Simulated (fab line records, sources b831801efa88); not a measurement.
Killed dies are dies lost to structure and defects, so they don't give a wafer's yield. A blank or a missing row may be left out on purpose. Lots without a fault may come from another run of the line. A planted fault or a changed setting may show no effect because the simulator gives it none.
Which tool did it? | flow gf180mcu | 11 lots, 33 wafers sampled, at 6 steps of a route of 602

WHAT THE GAUGES READ, wafer by wafer
GF_CONTACT_THK_MEAS_03.
lot  | measured     | on            | CONTACT_CVD_02_THK (nm)
L392 | day 15 02:54 | film_metro-02 | 848 849 868
L395 | day 16 03:19 | film_metro-01 | 870 862 870
L398 | day 17 10:40 | film_metro-01 | 851 846 864
L401 | day 18 12:13 | film_metro-04 | 856 865 862
L403 | day 19 03:33 | film_metro-02 | 859 871 877
L406 | day 20 06:46 | film_metro-02 | 857 872 873
L407 | day 20 10:47 | film_metro-04 | 854 870 871
L412 | day 21 21:49 | film_metro-04 | 855 857 861
L413 | day 22 06:59 | film_metro-01 | 850 859 848
L414 | day 22 16:25 | film_metro-04 | 850 864 874
L415 | day 22 21:11 | film_metro-01 | 874 866 871

GF_CONTACT_CD_MEAS_14: target cd 220 nm.
lot  | measured     | on        | cd_nm (nm)
L392 | day 16 00:44 | cd_sem-02 | 221.6 222.1 222.9
L395 | day 17 01:01 | cd_sem-01 | 220.4 219.9 219.7
L398 | day 18 10:20 | cd_sem-01 | 220.7 219.8 222.0
L401 | day 19 13:25 | cd_sem-02 | 219.3 218.7 220.5
L403 | day 20 04:58 | cd_sem-02 | 219.9 218.1 219.9
L406 | day 21 08:28 | cd_sem-01 | 220.3 218.8 219.0
L407 | day 21 12:02 | cd_sem-02 | 221.1 222.9 221.1
L412 | day 22 21:45 | cd_sem-01 | 219.6 222.9 221.2
L413 | day 23 06:48 | cd_sem-01 | 217.6 219.0 217.8
L414 | day 23 15:50 | cd_sem-01 | 220.1 218.9 219.7
L415 | day 23 20:14 | cd_sem-02 | 219.6 219.7 217.8

GF_CONTACT_RS_MEAS_25: measures by four-point-probe.
lot  | measured     | on            | CONTACT_W_RS (ohm/sq)
L392 | day 16 01:33 | film_metro-01 | 0.382 0.383 0.386
L395 | day 17 01:49 | film_metro-01 | 0.371 0.374 0.384
L398 | day 18 11:13 | film_metro-04 | 0.382 0.379 0.375
L401 | day 19 14:13 | film_metro-02 | 0.387 0.382 0.383
L403 | day 20 05:47 | film_metro-04 | 0.387 0.388 0.385
L406 | day 21 09:17 | film_metro-02 | 0.473 0.380 0.470 0.474 0.380 0.470
L407 | day 21 12:51 | film_metro-02 | 0.377 0.382 0.474 0.378 0.381 0.474
L412 | day 22 22:34 | film_metro-01 | 0.381 0.384 0.383
L413 | day 23 07:37 | film_metro-01 | 0.383 0.384 0.381
L414 | day 23 16:39 | film_metro-01 | 0.388 0.386 0.386
L415 | day 23 21:03 | film_metro-02 | 0.382 0.381 0.375

GF_CONTACT_THK_MEAS_26: measures by xrf.
lot  | measured     | on            | CONTACT_W_THK (nm)
L392 | day 16 01:40 | film_metro-01 | 307 305 302
L395 | day 17 01:56 | film_metro-01 | 320 319 308
L398 | day 18 11:20 | film_metro-04 | 307 308 311
L401 | day 19 14:20 | film_metro-02 | 305 309 308
L403 | day 20 05:53 | film_metro-04 | 303 305 304
L406 | day 21 13:05 | film_metro-02 | 250 312 251 249 309 254
L407 | day 21 18:21 | film_metro-02 | 313 310 249 314 311 250
L412 | day 22 22:41 | film_metro-01 | 310 309 310
L413 | day 23 07:43 | film_metro-01 | 309 308 313
L414 | day 23 16:46 | film_metro-01 | 306 307 307
L415 | day 23 21:08 | film_metro-02 | 308 308 315

WHICH TOOL RAN EACH LOT (tool, then ch and the chambers of the sampled wafers, then the start)
lot  | GF_SAB_STRIP_13                      | GF_CONTACT_CVD_24
L392 | plasma_asher-04 ch 0,1, day 15 02:00 | cvd_w-01 ch 0,1, day 16 01:27
L395 | plasma_asher-04 ch 0, day 16 02:23   | cvd_w-02 ch 0,1, day 17 01:42
L398 | plasma_asher-03 ch 0,1, day 17 09:46 | cvd_w-02 ch 0,1, day 18 11:07
L401 | plasma_asher-03 ch 0,1, day 18 11:19 | cvd_w-01 ch 1, day 19 14:06
L403 | plasma_asher-04 ch 0,1, day 19 02:41 | cvd_w-01 ch 0,1, day 20 05:41
L406 | plasma_asher-04 ch 0,1, day 20 05:52 | cvd_w-02 ch 0,1, day 21 09:10
L407 | plasma_asher-02 ch 0,1, day 20 09:53 | cvd_w-02 ch 0,1, day 21 12:45
L412 | plasma_asher-03 ch 0,1, day 21 20:53 | cvd_w-01 ch 0,1, day 22 22:27
L413 | plasma_asher-03 ch 0,1, day 22 06:05 | cvd_w-01 ch 0,1, day 23 07:29
L414 | plasma_asher-02 ch 0,1, day 22 15:29 | cvd_w-01 ch 0,1, day 23 16:33
L415 | plasma_asher-02 ch 0,1, day 22 20:17 | cvd_w-01 ch 0,1, day 23 20:55
- GF_SAB_STRIP_13: strips in O2/N2.
- GF_CONTACT_CVD_24: deposits W, target thk 300 nm, time 90.339 s.

WHAT THE TOOLS THEMSELVES READ (means of the sampled wafers that have a number; where no wafer has one, the mark that the record gives instead)
GF_SAB_STRIP_13.
lot  | tool            | drypump_motor_current_A (A) | heater_power_w (W) | oes_product_au (a.u.) | strip_time_to_endpoint_s (s)
L392 | plasma_asher-04 | 6.2                         | 347                | 0.705                 | 12.55
L395 | plasma_asher-04 | 6.3                         | 347                | 0.710                 | 12.58
L398 | plasma_asher-03 | 5.9                         | 304                | 0.706                 | 12.60
L401 | plasma_asher-03 | 5.9                         | 309                | 0.710                 | 12.56
L403 | plasma_asher-04 | 6.1                         | 344                | 0.704                 | 12.57
L406 | plasma_asher-04 | 6.1                         | 340                | 0.708                 | 12.60
L407 | plasma_asher-02 | 6.2                         | 347                | 0.712                 | 12.65
L412 | plasma_asher-03 | 5.9                         | 309                | 0.710                 | 12.63
L413 | plasma_asher-03 | 5.8                         | 315                | 0.707                 | 12.58
L414 | plasma_asher-02 | 6.2                         | 342                | 0.710                 | 12.66
L415 | plasma_asher-02 | 5.8                         | 331                | 0.709                 | 12.63

GF_CONTACT_CVD_24.
lot  | tool     | heater_power_outer_w (W) | heater_power_w (W) | susceptor_temp_C (C)
L392 | cvd_w-01 | 494                      | 832                | 400.00
L395 | cvd_w-02 | 537                      | 874                | 400.10
L398 | cvd_w-02 | 514                      | 819                | 400.09
L401 | cvd_w-01 | 498                      | 819                | 399.97
L403 | cvd_w-01 | 499                      | 823                | 399.83
L406 | cvd_w-02 | 457                      | 772                | 392.38
L407 | cvd_w-02 | 501                      | 811                | 395.85
L412 | cvd_w-01 | 488                      | 821                | 400.18
L413 | cvd_w-01 | 504                      | 818                | 399.71
L414 | cvd_w-01 | 495                      | 815                | 399.91
L415 | cvd_w-01 | 500                      | 819                | 400.12

THE ANSWER, worked out from the rows above alone
Rule: what is usual is taken from the lots themselves. Put in order of their means at a reading, lots are off if they are a third of the lots or fewer, leave a main group of 4 or more, and stand apart from it by a gap of 3 or more times the standard deviation of the main group's means; of several such gaps the widest counts. A main group whose means are all the same, to the digits that the tables above print for the reading, isn't used. A lot without any number at a reading at which 4 lots or more have one is off too. The other lots that the step has rows for count as sound. The gauges are gone through in route order, then the tools' own readings, and for those a lot's mean is taken as printed above. The first step at which some lot is off is used, and at that step the reading that is off furthest; a lot without a number counts as furthest.
Off: L406, L407, at GF_CONTACT_RS_MEAS_25 (CONTACT_W_RS). The main group: mean 0.382 ohm/sq, standard deviation 0.0033.
A tool fits if, at a process step before that reading, it ran every lot that is off, and no sound lot after the first of them. The gauges at GF_CONTACT_RS_MEAS_25 aren't tried: what is off there is off at GF_CONTACT_CVD_24 too, on other tools, and a gauge's error can't cause that. One fits: cvd_w-02 at GF_CONTACT_CVD_24. Its last sound lot is L398 (day 18 11:07), its first lot that is off L406 (day 21 09:10): a fault that began between those two fits.
The tool's own readings at GF_CONTACT_CVD_24 bear it out: on the lots that are off they differ by more than 5 times the standard deviation of the sound lots' means. susceptor_temp_C reads 394.12 C there against 399.99 C on the sound lots.

WHAT THE SIMULATOR HAD PUT IN
Process parameter drift: cvd_w-02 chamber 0, from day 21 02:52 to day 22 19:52, at GF_CONTACT_CVD_24. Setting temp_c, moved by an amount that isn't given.
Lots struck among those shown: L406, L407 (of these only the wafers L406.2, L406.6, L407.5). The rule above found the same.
